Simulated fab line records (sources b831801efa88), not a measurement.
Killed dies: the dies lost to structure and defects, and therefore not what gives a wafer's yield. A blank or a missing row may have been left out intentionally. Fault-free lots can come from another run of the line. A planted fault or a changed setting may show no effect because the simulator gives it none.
Matching of chambers | flow gf180mcu | GF_V2_CMP_04 on cmp-02: 4 sister chambers
The step polishes SiO2. 27 wafers are shown with their chamber, then 12 later ones without.

== WAFERS, EACH WITH ITS CHAMBER ==
wafer  | chamber | motor_current_A (A) | time_to_endpoint_s (s)
L075.2 | 2       | 11.1                | 75
L075.3 | 0       | 12.8                | 68
L075.4 | 3       | 11.6                | 74
L077.1 | 3       | 12.4                | 68
L077.3 | 2       | 10.3                | 76
L077.5 | 1       | 13.4                | 74
L076.2 | 3       | 12.0                | 71
L076.4 | 0       | 12.8                | 80
L076.6 | 1       | 13.6                | 77
L078.2 | 3       | 12.7                | 75
L078.4 | 2       | 11.2                | 81
L078.5 | 1       | 14.1                | 79
L079.1 | 0       | 13.5                | 75
L079.4 | 1       | 12.8                | 78
L079.6 | 2       | 10.5                | 84
L084.2 | 1       | 13.2                | 83
L084.5 | 3       | 12.7                | 87
L084.6 | 0       | 13.2                | 80
L085.2 | 2       | 10.9                | 81
L085.3 | 0       | 13.5                | 77
L085.5 | 0       | 13.1                | 84
L086.1 | 3       | 12.4                | 79
L086.2 | 2       | 10.9                | 84
L086.5 | 2       | 11.5                | 86
L090.2 | 3       | 12.3                | 83
L090.4 | 2       | 11.7                | 86
L090.5 | 3       | 12.2                | 81

SIGNATURES (averages over the wafers above)
reading            | chamber 0 | chamber 1 | chamber 2 | chamber 3 | scatter within a chamber
motor_current_A    | 13.150    | 13.420    | 11.012    | 12.287    | 0.412
time_to_endpoint_s | 77.33     | 78.20     | 81.62     | 77.25     | 5.13
Rule: a wafer lies at a distance from a chamber equal to the root of the sum of squares, over the readings, of (its reading less the chamber's mean, divided by the reading's scatter). If the next closest chamber is less than 2 further off than the closest, the wafer can't be placed; otherwise it belongs to the closest. The scatter: the root of (the sum of the squares of (reading less its chamber's mean) over the shown wafers, divided by (wafers less chambers)).

== WAFERS WHOSE CHAMBER IS MISSING ==
wafer  | motor_current_A (A) | time_to_endpoint_s (s)
L091.4 | 14.2                | 78
L091.5 | 11.2                | 93
L091.6 | 13.0                | 83
L093.2 | 12.3                | 84
L093.4 | 11.1                | 93
L093.5 | 11.4                | 92
L095.1 | 13.6                | 81
L095.2 | 11.3                | 73
L095.6 | 14.1                | 90
L097.1 | 11.0                | 76
L097.2 | 13.2                | 72
L097.3 | 13.0                | 73

== CHAMBER TAKEN BY EACH ==
wafer  | from the rows above               | in truth
L091.4 | can't be placed: 1 or 0           | 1
L091.5 | can't be placed: 2 or 3           | 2
L091.6 | can't be placed: 0 or 1 or 3      | 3
L093.2 | can't be placed: 3 or 0 or 1 or 2 | 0
L093.4 | can't be placed: 2 or 3           | 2
L093.5 | can't be placed: 2 or 3           | 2
L095.1 | can't be placed: 1 or 0           | 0
L095.2 | can't be placed: 2 or 3           | 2
L095.6 | can't be placed: 1 or 0           | 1
L097.1 | 2                                 | 2
L097.2 | can't be placed: 0 or 1 or 3      | 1
L097.3 | can't be placed: 0 or 1 or 3      | 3
Correct placement for 1 of the 12. Not placeable from these rows: 11 (in 11, the candidates include the true chamber). Placed wrongly: 0.
